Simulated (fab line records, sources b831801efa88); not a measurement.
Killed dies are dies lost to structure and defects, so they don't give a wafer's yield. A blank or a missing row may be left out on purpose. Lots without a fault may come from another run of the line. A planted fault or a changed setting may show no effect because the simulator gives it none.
A struck lot beside a sound one | flow gf180mcu | 15 steps out of a route of 602
Sound: wafers L936.2, L936.4, L936.5. Struck: wafers L933.1, L933.4, L933.5. The cause comes at the end.
At each step with rows: each side's tool, then ch and its chambers, then its first start. Under that, the readings that differ: sound wafers | struck wafers | difference of the means | sigmas: that difference in standard deviations of wafers without a fault.
alike: readings whose means differ by less than 2 such deviations, and words and numbers that are the same on both sides. not compared: withheld readings, readings that some wafer has no value for, bounds like >300 that may hide the same value, and numbers for which the record gives no deviation and whose values overlap.
The two part at a step that has a row with sigmas, a row that says differs or no value, or rows on one side only. Numbers that don't overlap but have no deviation are shown without sigmas and don't part them. A reading that every wafer of one side lacks parts them only if that side has two wafers or more.

first, 3 steps without rows for these wafers: GF_CONTACT_EXPOSE_11 (exposes mask Contact, target cd 220 nm); GF_CONTACT_PEB_12 (peb time 90 s); GF_CONTACT_DEVELOP_13 (develop time 60 s).
GF_CONTACT_CD_MEAS_14: target cd 220 nm.
  sound on cd_sem-02, day 23 04:46; struck on cd_sem-02, day 22 09:59
  alike: cd_nm
GF_CONTACT_OVL_MEAS_15:
  sound on overlay-01, day 23 04:52; struck on overlay-01, day 22 10:06
  alike: CONTACT_OVL
GF_CONTACT_ETCH_16: etches BARC in N2/H2.
  sound on rie_diel-03 ch 0,1, day 23 04:53; struck on rie_diel-01 ch 1,2,3, day 22 10:08
  alike: drypump_motor_current_A, oes_product_au, throttle_valve_pct
GF_CONTACT_ETCH_17: etches SiO2 in C4F8/O2/Ar, stops on CoSi2, target depth 860 nm.
  sound on rie_diel-03 ch 0,1; struck on rie_diel-01 ch 1,2,3
  alike: oes_product_au
GF_CONTACT_STRIP_18: strips in O2/N2.
  sound on plasma_asher-04 ch 0,1, day 23 05:04; struck on plasma_asher-04 ch 0,1, day 22 10:18
  alike: drypump_motor_current_A, heater_power_w, oes_product_au, platen_temp_c
  not compared: rf_hours_counter_h
then, 3 steps without rows for these wafers: GF_CONTACT_CLEAN_19 (cleans in SPM); GF_CONTACT_CLEAN_20 (cleans in DIW); GF_CONTACT_CLEAN_21 (cleans in dHF, time 20 s).
GF_CONTACT_SPUTTER_22: material Ti, target thk 15 nm, time 80.02 s.
  sound on pvd_sputter-02, day 23 05:21; struck on pvd_sputter-02, day 22 10:36
  alike: cathode_dc_power_W, chamber_pressure_pa, throttle_valve_pct
GF_CONTACT_SPUTTER_23: material TiN, target thk 10 nm, time 40 s.
  sound on pvd_sputter-02, day 23 05:25; struck on pvd_sputter-02, day 22 10:40
  no value came back on the struck wafers for cathode_dc_power_W (W), chamber_pressure_pa (Pa), throttle_valve_pct (%); on the sound wafers cathode_dc_power_W (W) reads 3999.8 4000.4 3999.8
GF_CONTACT_CVD_24: deposits W, target thk 300 nm, time 90.339 s.
  sound on cvd_w-02 ch 0,1, day 23 05:27; struck on cvd_w-02 ch 0,1, day 22 10:42
  alike: chamber_pressure_Torr, heater_power_w, susceptor_temp_C
-- the record jumps here: 11 days lie between the struck wafers' starts before and after (it left off in module CONTACT and takes up again in module PASSIVATION, whose first step shown is number 602 of the route) --
GF_PASSIVATION_PROBE_99:
  the record has rows for the struck wafers here (prober-01, day 33 17:49) and none for the sound ones

WHERE THEY PART
First at GF_CONTACT_SPUTTER_23; last, within this record, at GF_PASSIVATION_PROBE_99.

WHY: what the simulator had put in
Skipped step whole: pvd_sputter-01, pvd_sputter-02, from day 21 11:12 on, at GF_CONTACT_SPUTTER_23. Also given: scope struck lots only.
